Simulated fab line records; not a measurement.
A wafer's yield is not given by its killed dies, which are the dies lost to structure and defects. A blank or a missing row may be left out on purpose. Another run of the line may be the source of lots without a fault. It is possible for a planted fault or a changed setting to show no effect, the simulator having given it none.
fab line records | flow sky130
record: lots: 24 wafers: 72 last-day: 51
route steps=708 shown CAPM@549 VIA3@595 METAL4@633 VIA4@656 METAL5@665
lots that met no fault: taken from a fault-free run of the same line
start-h: start of the lot's first displayed wafer, in hours after the record's first day | wait-h: hours since the lot's step before | " the same as in the row above | L1.1+2: a row that stands for several wafers | - either no value or no given start | * or withheld: withheld | < > ~ a bound
route shown NAME@n: names a module that has steps shown in the file, with the first one's number in the route | usual: mean/standard deviation taken from wafers without a fault | same: alike in all rows | chamber/n: place in a boat | sites: each site's reading | _std_site: standard deviation of those values | _edge_site: outer sites' mean less inner sites' | radius-mm: for every site, how far away it sits from the centre of the wafer | mask NAME#n: copy n | behind: the last tool/chamber to shape the wafer | hold: cause of the lot's hold/its duration in hours/its outcome | device: transistor that didn't switch, given as n, p or np | end of line: the same wafers' tests at the end of the route | a step with no rows: only its recipe | killed: the dies lost at the first sort to structure and to defects; this is not the yield of the wafer | map: the dies of a wafer, with x for killed, . for not killed, _ for no die there
set.NAME: setting as actually run; set.NAME@STEP: the setting as run at that earlier step | model.NAME: the simulator's own value behind a step, which no gauge read
the route's steps for a sample of lots (tables are steps, rows are wafers)
services: a tool's chamber out of use, with start hour (start-h, from the record's first day; less than 0 if before it), hours out, and reason
== steps ==
step: SKY_CAPM_OVL_MEAS_12
usual: CAPM_OVL: -0.3/1.5
columns lot.wafer tool chamber start-h wait-h CAPM_OVL[nm]
L074.1 overlay-02 - 883.75 0.1 0.4
L074.2 " - " " 0.2
L074.3 " - " " 1.7
L075.3 overlay-01 - 893.22 0.1 -1.5
L075.5 " - " " 0.4
L075.6 " - " " 0.5
L076.2 overlay-01 - 897.31 0.1 -1.0
L076.4 " - " " -0.8
L076.5 " - " " -0.9
L077.1 overlay-02 - 911.95 0.1 2.5
L077.2 " - " " -1.0
L077.5 " - " " 1.3
L079.1 overlay-02 - 930.11 0.1 -0.7
L079.2 " - " " 0.2
L079.5 " - " " -0.4
L080.1 overlay-02 - 931.25 0.1 -1.6
L080.2 " - " " 0.6
L080.3 " - " " -0.7
L078.1 overlay-02 - 931.81 0.1 1.9
L078.4 " - " " 0.0
L078.6 " - " " -0.8
L081.1 overlay-01 - 933.66 0.1 -0.8
L081.3 " - " " -2.5
L081.4 " - " " -2.2
L082.1 overlay-01 - 953.10 0.1 -0.4
L082.2 " - " " -1.5
L082.4 " - " " -0.7
L083.1 overlay-02 - 955.55 0.1 3.2
L083.4 " - " " -0.1
L083.6 " - " " 0.5
L085.2 overlay-02 - 960.72 0.1 -2.2
L085.4 " - " " -1.5
L085.5 " - " " -1.3
L084.1 overlay-01 - 966.25 0.1 -4.2
L084.3 " - " " -1.7
L084.4 " - " " -1.9
L086.2 overlay-01 - 970.47 0.1 -0.7
L086.4 " - " " -1.9
L086.5 " - " " -2.4
L087.4 overlay-01 - 979.82 0.1 -2.3
L087.5 " - " " -0.7
L087.6 " - " " -1.0
L088.1 overlay-02 - 984.85 0.1 -1.2
L088.5 " - " " -0.4
L088.6 " - " " -2.6
L089.1 overlay-02 - 993.45 0.1 2.2
L089.5 " - " " 0.0
L089.6 " - " " 0.7
L090.2 overlay-01 - 1000.21 0.1 -1.3
L090.3 " - " " 0.4
L090.4 " - " " -0.5
L092.3 overlay-01 - 1012.77 0.1 1.1
L092.5 " - " " 0.7
L092.6 " - " " 1.7
L091.1 overlay-02 - 1018.50 0.1 -2.2
L091.2 " - " " -0.6
L091.4 " - " " -3.3
L093.1 overlay-01 - 1019.60 0.1 0.5
L093.5 " - " " 1.5
L093.6 " - " " 0.3
L094.1 overlay-02 - 1027.46 0.1 0.3
L094.2 " - " " -1.0
L094.6 " - " " -0.4
L096.1 overlay-02 - 1034.51 0.1 2.1
L096.3 " - " " 0.7
L096.4 " - " " 1.7
L095.1 overlay-01 - 1039.06 0.1 -1.0
L095.2 " - " " 0.0
L095.4 " - " " 0.3
L097.1 overlay-01 - 1052.00 0.1 -2.1
L097.5 " - " " -1.9
L097.6 " - " " -0.9
step: SKY_VIA3_RS_MEAS_22
recipe: thk-meas-gauge: four-point-probe reads: W_of_VIA3_CVD_21+TiN_of_VIA3_SPUTTER_20
usual: VIA3_W_RS: 0.293/0.0063
columns lot.wafer tool chamber start-h wait-h VIA3_W_RS[ohm/sq]
L074.1 film-metro-01 - 937.88 0.1 0.285
L074.2 " - " " 0.295
L074.3 " - " " 0.288
L075.3 film-metro-03 - 946.56 0.1 0.283
L075.5 " - " " 0.292
L075.6 " - " " 0.280
L076.2 film-metro-04 - 950.61 0.1 0.303
L076.4 " - " " 0.297
L076.5 " - " " 0.301
L077.1 film-metro-04 - 964.43 0.1 0.292
L077.2 " - " " 0.290
L077.5 " - " " 0.295
L079.1 film-metro-03 - 981.68 0.1 0.285
L079.2 " - " " 0.300
L079.5 " - " " 0.301
L080.1 film-metro-01 - 982.60 0.1 0.299
L080.2 " - " " 0.292
L080.3 " - " " 0.300
L078.1 film-metro-03 - 983.44 0.1 0.300
L078.4 " - " " 0.296
L078.6 " - " " 0.302
L081.1 film-metro-01 - 986.03 0.1 0.297
L081.3 " - " " 0.283
L081.4 " - " " 0.294
L082.1 film-metro-03 - 1004.59 0.1 0.283
L082.2 " - " " 0.293
L082.4 " - " " 0.285
L083.1 film-metro-01 - 1006.72 0.1 0.302
L083.4 " - " " 0.301
L083.6 " - " " 0.301
L085.2 film-metro-03 - 1011.99 0.1 0.297
L085.4 " - " " 0.294
L085.5 " - " " 0.296
L084.1 film-metro-01 - 1017.78 0.1 0.290
L084.3 " - " " 0.282
L084.4 " - " " 0.292
L086.2 film-metro-01 - 1022.06 0.1 0.294
L086.4 " - " " 0.292
L086.5 " - " " 0.284
L087.4 film-metro-01 - 1030.38 0.1 0.294
L087.5 " - " " 0.293
L087.6 " - " " 0.286
L088.1 film-metro-04 - 1033.83 0.1 0.284
L088.5 " - " " 0.288
L088.6 " - " " 0.296
L089.1 film-metro-04 - 1043.34 0.1 0.289
L089.5 " - " " 0.294
L089.6 " - " " 0.295
L090.2 film-metro-04 - 1049.30 0.1 0.296
L090.3 " - " " 0.296
L090.4 " - " " 0.297
L092.3 film-metro-04 - 1061.56 0.1 0.288
L092.5 " - " " 0.285
L092.6 " - " " 0.297
L091.1 film-metro-03 - 1067.29 0.1 0.293
L091.2 " - " " 0.285
L091.4 " - " " 0.292
L093.1 film-metro-04 - 1067.59 0.1 0.299
L093.5 " - " " 0.297
L093.6 " - " " 0.301
L094.1 film-metro-04 - 1074.99 0.1 0.283
L094.2 " - " " 0.293
L094.6 " - " " 0.287
L096.1 film-metro-04 - 1082.60 0.1 0.287
L096.3 " - " " 0.289
L096.4 " - " " 0.293
L095.1 film-metro-04 - 1086.64 0.1 0.299
L095.2 " - " " 0.303
L095.4 " - " " 0.301
L097.1 film-metro-03 - 1097.24 0.1 0.302
L097.5 " - " " 0.295
L097.6 " - " " 0.304
step: SKY_METAL4_ETCH_17
recipe: target: SiO2 stop-on: TiN chemistry: C4F8/O2/Ar source-w: 1500 bias-w: 1200 pressure-mtorr: 40 c4f8-flow-sccm: withheld O2_flow_sccm: 6 Ar_flow_sccm: 300 time-s: 3.9 target-depth-a: 150
usual: bias-w: 1200/3.4 chamber-pressure-mTorr: 40.00/0.035 oes-product-au: 0.755/0.0071 rf-fwd-power-W: 1471/7.8
columns lot.wafer tool chamber start-h wait-h bias-w chamber-pressure-mTorr oes-product-au rf-fwd-power-W rf-hours-counter-h
L074.1 rie-diel-02 0 987.59 0.1 1192 40.05 0.747 1461 3
L074.2 " 3 " " 1202 40.00 0.753 1457 20
L074.3 " 2 " " 1195 40.01 0.750 1469 12
L075.3 rie-diel-03 0 996.02 0.1 1204 40.02 0.746 1486 16
L075.5 " 3 " " 1197 39.98 0.754 1474 -
L075.6 " 0 " " 1203 39.97 0.745 1480 -
L076.2 rie-diel-02 3 1000.32 0.1 1201 40.03 0.753 1466 20
L076.4 " 2 " " 1208 40.01 0.755 1468 12
L076.5 " 2 " " 1205 39.96 0.754 1477 -
L077.1 rie-diel-04 3 1012.78 0.1 1205 40.00 0.749 1469 20
L077.2 " 1 " " 1208 40.00 0.761 1477 11
L077.5 " 3 " " 1203 40.02 0.773 1466 -
L079.1 rie-diel-03 2 1030.40 0.1 1202 40.00 0.742 1469 14
L079.2 " 0 " " 1195 40.04 0.757 1476 17
L079.5 " 0 " " 1196 40.01 0.757 1477 -
L080.1 rie-diel-04 2 1030.99 0.1 1194 39.95 0.752 1480 5
L080.2 " 0 " " 1203 39.98 0.747 1481 12
L080.3 " 3 " " 1195 39.96 0.763 1465 20
L078.1 rie-diel-03 0 1031.69 0.1 1203 40.03 0.756 1483 17
L078.4 " 1 " " 1203 40.04 0.759 1465 -
L078.6 " 0 " " 1201 40.00 0.758 1478 -
L081.1 rie-diel-02 0 1034.69 0.1 1204 39.98 0.752 1463 5
L081.3 " 2 " " 1204 39.94 0.763 1472 13
L081.4 " 3 " " 1199 40.01 0.753 1470 22
L082.1 rie-diel-02 2 1051.94 0.1 1200 39.99 0.755 1468 14
L082.2 " 3 " " 1202 40.01 0.751 1463 22
L082.4 " 1 " " 1200 40.00 0.768 1483 8
L083.1 rie-diel-02 0 1053.45 0.1 1203 40.06 0.751 1468 6
L083.4 " 1 " " 1197 40.01 0.760 1480 8
L083.6 " 1 " " 1195 40.03 0.758 1478 -
L085.2 rie-diel-02 0 1059.49 0.1 1198 39.99 0.755 1465 6
L085.4 " 3 " " 1201 40.02 0.755 1464 23
L085.5 " 0 " " 1199 40.06 0.759 1466 -
L084.1 rie-diel-04 1 1064.24 0.1 1204 39.96 0.755 1469 12
L084.3 " 0 " " 1201 39.98 0.751 1472 12
L084.4 " 2 " " 1206 40.01 0.770 1472 6
L086.2 rie-diel-03 1 1068.44 0.1 1200 40.00 0.761 1456 16
L086.4 " 3 " " 1205 39.94 0.761 1472 16
L086.5 " 3 " " 1201 40.02 0.749 1472 -
L087.4 rie-diel-03 3 1075.94 0.0 1199 40.02 0.758 1477 16
L087.5 " 1 " " 1202 40.00 0.759 1462 -
L087.6 " 2 " " 1203 40.08 0.752 1473 -
L088.1 rie-diel-04 3 1079.49 0.1 1202 39.99 0.746 1463 21
L088.5 " 0 " " 1203 40.03 0.751 1472 -
L088.6 " 3 " " 1199 39.95 0.765 1474 -
L089.1 rie-diel-04 1 1088.74 0.1 1202 40.11 0.753 1486 12
L089.5 " 2 " " 1200 39.99 0.751 1487 -
L089.6 " 3 " " 1201 40.00 0.769 1467 -
L090.2 rie-diel-03 1 1093.00 0.1 1199 39.99 0.751 1470 16
L090.3 " 3 " " 1200 40.04 0.750 1485 17
L090.4 " 2 " " 1200 39.99 0.760 1469 16
L092.3 rie-diel-03 2 1105.04 0.0 1193 40.05 0.749 1474 17
L092.5 " 1 " " 1200 39.98 0.749 1459 -
L092.6 " 0 " " 1202 39.99 0.748 1476 -
L091.1 rie-diel-02 1 1109.99 0.1 1200 40.00 0.755 1484 10
L091.2 " 0 " " 1201 40.06 0.760 1460 8
L091.4 " 2 " " 1199 40.01 0.761 1473 16
L093.1 rie-diel-03 1 1111.59 0.1 1204 40.00 0.753 1460 17
L093.5 " 2 " " 1201 39.98 0.762 1467 -
L093.6 " 3 " " 1202 39.99 0.752 1471 -
L094.1 rie-diel-03 1 1117.84 0.1 1205 39.92 0.750 1463 17
L094.2 " 0 " " 1204 40.03 0.745 1478 20
L094.6 " 2 " " 1197 40.03 0.753 1463 -
L096.1 rie-diel-02 1 1124.39 0.1 1201 39.96 0.752 1483 11
L096.3 " 3 " " 1198 40.02 0.762 1465 25
L096.4 " 0 " " 1203 40.06 0.768 1453 8
L095.1 rie-diel-04 0 1129.14 0.1 1196 39.96 0.769 1488 14
L095.2 " 3 " " 1203 39.94 0.753 1468 22
L095.4 " 1 " " 1206 40.00 0.766 1472 14
L097.1 rie-diel-04 0 1138.94 0.1 1207 40.01 0.758 1484 15
L097.5 " 1 " " 1200 39.98 0.773 1475 -
L097.6 " 2 " " 1198 40.05 0.757 1480 -
step: SKY_VIA4_SPUTTER_17
recipe: material: TiN target-thk-nm: 20 chamber-pressure-pa: 5 power-w: 4000 time-s: 80
usual: throttle-valve-pct: 29.8/1
columns lot.wafer tool chamber start-h wait-h throttle-valve-pct
L074.1 pvd-sputter-02 - 1012.51 0.0 29.4
L074.2 " - " " 31.5
L074.3 " - " " 29.9
L075.3 pvd-sputter-01 - 1021.73 0.0 30.5
L075.5 " - " " 29.8
L075.6 " - " " 29.7
L076.2 pvd-sputter-01 - 1024.92 0.0 30.0
L076.4 " - " " 29.6
L076.5 " - " " 29.8
L077.1 pvd-sputter-02 - 1037.87 0.0 29.2
L077.2 " - " " 27.4
L077.5 " - " " 27.4
L079.1 pvd-sputter-01 - 1054.65 0.0 30.4
L079.2 " - " " 29.6
L079.5 " - " " 30.4
L080.1 pvd-sputter-02 - 1055.80 0.0 29.2
L080.2 " - " " 27.2
L080.3 " - " " 31.4
L078.1 pvd-sputter-02 - 1057.15 0.0 27.4
L078.4 " - " " 29.8
L078.6 " - " " 31.4
L081.1 pvd-sputter-01 - 1059.29 0.0 30.3
L081.3 " - " " 29.8
L081.4 " - " " 29.7
L082.1 pvd-sputter-01 - 1075.46 0.0 30.4
L082.2 " - " " 29.8
L082.4 " - " " 29.8
L083.1 pvd-sputter-01 - 1076.59 0.0 30.3
L083.4 " - " " 29.6
L083.6 " - " " 30.2
L085.2 pvd-sputter-02 - 1082.28 0.0 27.2
L085.4 " - " " 30.1
L085.5 " - " " 27.2
L084.1 pvd-sputter-04 - 1088.13 0.0 30.7
L084.3 " - " " 30.5
L084.4 " - " " 28.9
L086.2 pvd-sputter-02 - 1092.47 0.0 27.5
L086.4 " - " " 31.5
L086.5 " - " " 27.4
L087.4 pvd-sputter-04 - 1099.06 0.0 30.9
L087.5 " - " " 29.6
L087.6 " - " " 29.0
L088.1 pvd-sputter-02 - 1101.76 0.0 27.1
L088.5 " - " " 31.5
L088.6 " - " " 29.2
L089.1 pvd-sputter-02 - 1111.65 0.0 27.6
L089.5 " - " " 29.4
L089.6 " - " " 31.4
L090.2 pvd-sputter-02 - 1115.15 0.0 29.5
L090.3 " - " " 27.3
L090.4 " - " " 29.9
L092.3 pvd-sputter-04 - 1127.05 0.0 30.1
L092.5 " - " " 30.4
L092.6 " - " " 29.5
L091.1 pvd-sputter-04 - 1132.51 0.0 28.8
L091.2 " - " " 30.9
L091.4 " - " " 30.6
L093.1 pvd-sputter-01 - 1134.21 0.0 29.4
L093.5 " - " " 29.7
L093.6 " - " " 30.2
L094.1 pvd-sputter-04 - 1139.85 0.0 30.5
L094.2 " - " " 28.8
L094.6 " - " " 30.0
L096.1 pvd-sputter-01 - 1145.60 0.0 29.5
L096.3 " - " " 30.4
L096.4 " - " " 29.6
L095.1 pvd-sputter-02 - 1149.66 0.0 29.9
L095.2 " - " " 27.4
L095.4 " - " " 30.1
L097.1 pvd-sputter-01 - 1158.98 0.0 29.9
L097.5 " - " " 30.7
L097.6 " - " " 30.1
step: SKY_METAL5_SPUTTER_04
recipe: material: TiN target-thk-nm: 70 power-w: 6500 time-s: 58.3 chamber-pressure-pa: 0.4
usual: throttle-valve-pct: 29.9/1.2
columns lot.wafer tool chamber start-h wait-h throttle-valve-pct
L074.1 pvd-sputter-02 - 1013.32 0.0 30.0
L074.2 " - " " 31.6
L074.3 " - " " 29.3
L075.3 pvd-sputter-02 - 1022.54 0.0 27.3
L075.5 " - " " 30.0
L075.6 " - " " 27.5
L076.2 pvd-sputter-02 - 1025.74 0.0 31.4
L076.4 " - " " 29.9
L076.5 " - " " 27.2
L077.1 pvd-sputter-04 - 1038.68 0.0 30.5
L077.2 " - " " 28.8
L077.5 " - " " 30.2
L079.1 pvd-sputter-03 - 1055.49 0.0 31.5
L079.2 " - " " 28.8
L079.5 " - " " 30.1
L080.1 pvd-sputter-04 - 1056.63 0.0 30.6
L080.2 " - " " 30.0
L080.3 " - " " 29.1
L078.1 pvd-sputter-02 - 1058.68 0.0 30.2
L078.4 " - " " 31.6
L078.6 " - " " 31.5
L081.1 pvd-sputter-04 - 1060.13 0.0 29.7
L081.3 " - " " 30.8
L081.4 " - " " 30.5
L082.1 pvd-sputter-04 - 1076.39 0.0 30.5
L082.2 " - " " 28.8
L082.4 " - " " 29.8
L083.1 pvd-sputter-02 - 1077.48 0.0 30.0
L083.4 " - " " 27.2
L083.6 " - " " 31.6
L085.2 pvd-sputter-03 - 1083.09 0.0 28.7
L085.4 " - " " 29.9
L085.5 " - " " 28.4
L084.1 pvd-sputter-04 - 1089.62 0.0 29.7
L084.3 " - " " 28.8
L084.4 " - " " 30.6
L086.2 pvd-sputter-03 - 1093.44 0.0 30.1
L086.4 " - " " 31.4
L086.5 " - " " 28.7
L087.4 pvd-sputter-02 - 1100.07 0.0 31.5
L087.5 " - " " 29.3
L087.6 " - " " 31.6
L088.1 pvd-sputter-04 - 1102.80 0.0 29.9
L088.5 " - " " 30.4
L088.6 " - " " 30.4
L089.1 pvd-sputter-03 - 1112.47 0.0 31.4
L089.5 " - " " 31.1
L089.6 " - " " 29.7
L090.2 pvd-sputter-02 - 1115.96 0.0 30.1
L090.3 " - " " 29.1
L090.4 " - " " 27.2
L092.3 pvd-sputter-04 - 1128.17 0.0 30.4
L092.5 " - " " 28.9
L092.6 " - " " 30.5
L091.1 pvd-sputter-02 - 1133.32 0.0 31.8
L091.2 " - " " 29.9
L091.4 " - " " 27.5
L093.1 pvd-sputter-02 - 1135.02 0.0 31.5
L093.5 " - " " 29.9
L093.6 " - " " 27.5
L094.1 pvd-sputter-03 - 1140.94 0.0 31.5
L094.2 " - " " 29.9
L094.6 " - " " 31.4
L096.1 pvd-sputter-02 - 1146.41 0.0 30.2
L096.3 " - " " 27.1
L096.4 " - " " 27.4
L095.1 pvd-sputter-03 - 1150.47 0.0 28.6
L095.2 " - " " 31.3
L095.4 " - " " 30.2
L097.1 pvd-sputter-04 - 1159.92 0.0 28.9
L097.5 " - " " 29.0
L097.6 " - " " 30.7
step: SKY_METAL5_STRIP_16
recipe: chemistry: O2/N2 power-w: 1422 pressure-mtorr: 1500 platen-temp-c: withheld o2-flow-sccm: 3000 n2-flow-sccm: 300 overash-fraction: 0.5
usual: chamber-pressure-mTorr: 1500.0/1.3 drypump-motor-current-A: 6.11/0.26 oes-product-au: 0.716/0.0049 strip-time-to-endpoint-s: 12.89/0.096
columns lot.wafer tool chamber start-h wait-h chamber-pressure-mTorr drypump-motor-current-A oes-product-au rf-hours-counter-h strip-time-to-endpoint-s
L074.1 plasma-asher-01 1 1036.51 0.2 1498.4 5.91 0.719 118 13.00
L074.2 " 0 " " 1500.0 6.18 0.704 118 12.93
L074.3 " 0 " " 1500.4 6.20 0.715 - 12.97
L075.3 plasma-asher-01 0 1046.00 0.1 1500.1 6.18 0.718 - 13.01
L075.5 " 0 " " 1498.8 6.18 0.718 - 12.95
L075.6 " 1 " " 1499.8 5.91 0.713 - 13.07
L076.2 plasma-asher-01 0 1048.22 0.2 1500.4 6.19 0.711 119 12.92
L076.4 " 1 " " 1498.1 5.88 0.712 - 12.76
L076.5 " 0 " " 1500.8 6.17 0.717 - 12.81
L077.1 plasma-asher-03 0 1061.22 0.2 1498.0 5.78 0.709 32 12.81
L077.2 " 1 " " 1498.7 6.49 0.715 32 12.85
L077.5 " 0 " " 1498.7 5.79 0.720 - 12.88
L079.1 plasma-asher-03 0 1077.01 0.2 1500.1 5.78 0.714 34 12.79
L079.2 " 1 " " 1499.0 6.54 0.710 34 12.82
L079.5 " 1 " " 1497.4 6.52 0.720 - 12.84
L080.1 plasma-asher-03 1 1077.72 0.2 1500.7 6.51 0.706 34 13.08
L080.2 " 0 " " 1499.7 5.76 0.715 34 12.97
L080.3 " 0 " " 1502.0 5.78 0.727 - 13.08
L078.1 plasma-asher-03 1 1079.81 0.2 1499.7 6.52 0.711 34 13.02
L078.4 " 0 " " 1496.8 5.79 0.713 - 12.94
L078.6 " 0 " " 1500.9 5.78 0.715 - 13.07
L081.1 plasma-asher-03 0 1081.26 0.2 1501.0 5.76 0.711 34 12.78
L081.3 " 1 " " 1500.7 6.49 0.717 - 12.82
L081.4 " 0 " " 1499.8 5.80 0.711 - 12.65
L082.1 plasma-asher-03 1 1097.42 0.2 1500.2 6.50 0.713 36 13.06
L082.2 " 0 " " 1500.5 5.80 0.709 36 12.92
L082.4 " 0 " " 1501.1 5.80 0.717 - 13.04
L083.1 plasma-asher-04 1 1098.94 0.4 1501.7 6.23 0.715 66 12.83
L083.4 " 1 " " 1502.2 6.23 0.715 - 12.82
L083.6 " 0 " " 1496.9 6.08 0.723 - 12.82
L085.2 plasma-asher-01 1 1103.48 0.3 1500.0 5.89 0.712 3 12.82
L085.4 " 1 " " 1498.0 5.89 0.722 - 12.83
L085.5 " 1 " " 1499.7 5.88 0.718 - 12.88
L084.1 plasma-asher-03 1 1110.54 0.4 1501.2 6.50 0.718 37 12.92
L084.3 " 0 " " 1498.3 5.81 0.712 - 12.93
L084.4 " 1 " " 1501.4 6.49 0.710 - 12.94
L086.2 plasma-asher-04 0 1114.17 0.2 1500.4 6.06 0.720 67 12.85
L086.4 " 1 " " 1500.9 6.23 0.716 - 12.99
L086.5 " 1 " " 1501.4 6.25 0.714 - 13.03
L087.4 plasma-asher-03 0 1120.70 0.1 1501.4 5.80 0.712 - 12.91
L087.5 " 0 " " 1497.7 5.79 0.723 - 12.98
L087.6 " 1 " " 1502.0 6.52 0.721 - 12.83
L088.1 plasma-asher-01 1 1123.22 0.2 1498.5 5.89 0.723 5 12.77
L088.5 " 1 " " 1501.3 5.90 0.712 - 12.87
L088.6 " 0 " " 1501.1 6.17 0.710 - 12.80
L089.1 plasma-asher-01 0 1132.72 0.2 1499.0 6.17 0.704 6 12.67
L089.5 " 0 " " 1501.1 6.16 0.722 - 12.80
L089.6 " 1 " " 1500.9 5.91 0.724 - 12.70
L090.2 plasma-asher-01 0 1136.17 0.2 1501.2 6.18 0.714 6 12.83
L090.3 " 1 " " 1497.4 5.91 0.716 - 12.83
L090.4 " 0 " " 1500.5 6.18 0.722 - 12.99
L092.3 plasma-asher-03 1 1148.15 0.1 1501.0 6.55 0.721 - 12.78
L092.5 " 1 " " 1500.5 6.53 0.716 - 12.76
L092.6 " 0 " " 1500.8 5.82 0.707 - 12.82
L091.1 plasma-asher-04 1 1152.67 0.2 1500.1 6.24 0.718 71 12.98
L091.2 " 0 " " 1500.9 6.08 0.724 71 12.99
L091.4 " 1 " " 1500.9 6.21 0.719 - 13.01
L093.1 plasma-asher-01 0 1154.97 0.2 1502.1 6.16 0.722 8 12.82
L093.5 " 0 " " 1498.7 6.18 0.712 - 12.93
L093.6 " 1 " " 1498.4 5.91 0.716 - 12.90
L094.1 plasma-asher-04 0 1159.82 0.2 1498.2 5.99 0.717 72 12.90
L094.2 " 1 " " 1500.5 6.23 0.717 72 12.88
L094.6 " 0 " " 1500.0 6.05 0.716 - 12.84
L096.1 plasma-asher-03 0 1164.52 0.2 1498.7 5.80 0.719 43 13.06
L096.3 " 1 " " 1501.5 6.52 0.711 - 12.94
L096.4 " 0 " " 1500.8 5.78 0.723 - 13.05
L095.1 plasma-asher-04 0 1168.47 0.2 1502.3 6.07 0.716 72 12.80
L095.2 " 1 " " 1499.7 6.26 0.725 72 12.81
L095.4 " 1 " " 1499.8 6.23 0.709 - 12.81
L097.1 plasma-asher-03 1 1177.62 0.2 1501.9 6.51 0.714 44 12.80
L097.5 " 0 " " 1500.4 5.81 0.720 - 12.79
L097.6 " 1 " " 1500.7 6.50 0.728 - 12.84
== services ==
columns tool chamber start-h hours kind
rie-diel-02 0 964.16 5.6 repair
plasma-asher-01 - 967.37 3.0 repair
rie-diel-02 2 978.31 6.6 repair
pvd-sputter-02 - 997.58 3.0 repair
pvd-sputter-03 - 1000.23 11.2 repair
pvd-sputter-04 - 1010.21 1.1 repair
pvd-sputter-03 - 1010.42 7.7 repair
pvd-sputter-03 - 1017.47 2.0 repair
rie-diel-03 3 1028.97 14.7 repair
rie-diel-03 0 1037.16 2.3 repair
pvd-sputter-04 - 1039.13 1.6 repair
rie-diel-04 - 1045.92 14.6 pm
plasma-asher-01 - 1055.25 9.0 pm
pvd-sputter-02 - 1062.33 14.3 repair
plasma-asher-01 - 1064.25 2.8 pm
rie-diel-04 2 1073.11 2.2 repair
plasma-asher-04 - 1076.60 5.4 repair
pvd-sputter-02 - 1078.97 2.5 repair
plasma-asher-01 - 1099.30 2.7 repair
rie-diel-03 2 1120.96 8.8 repair
rie-diel-04 - 1137.95 0.4 repair
rie-diel-04 0 1141.70 1.4 repair
pvd-sputter-02 - 1154.98 3.2 repair
pvd-sputter-02 - 1165.88 0.7 repair
== key ==
fault none
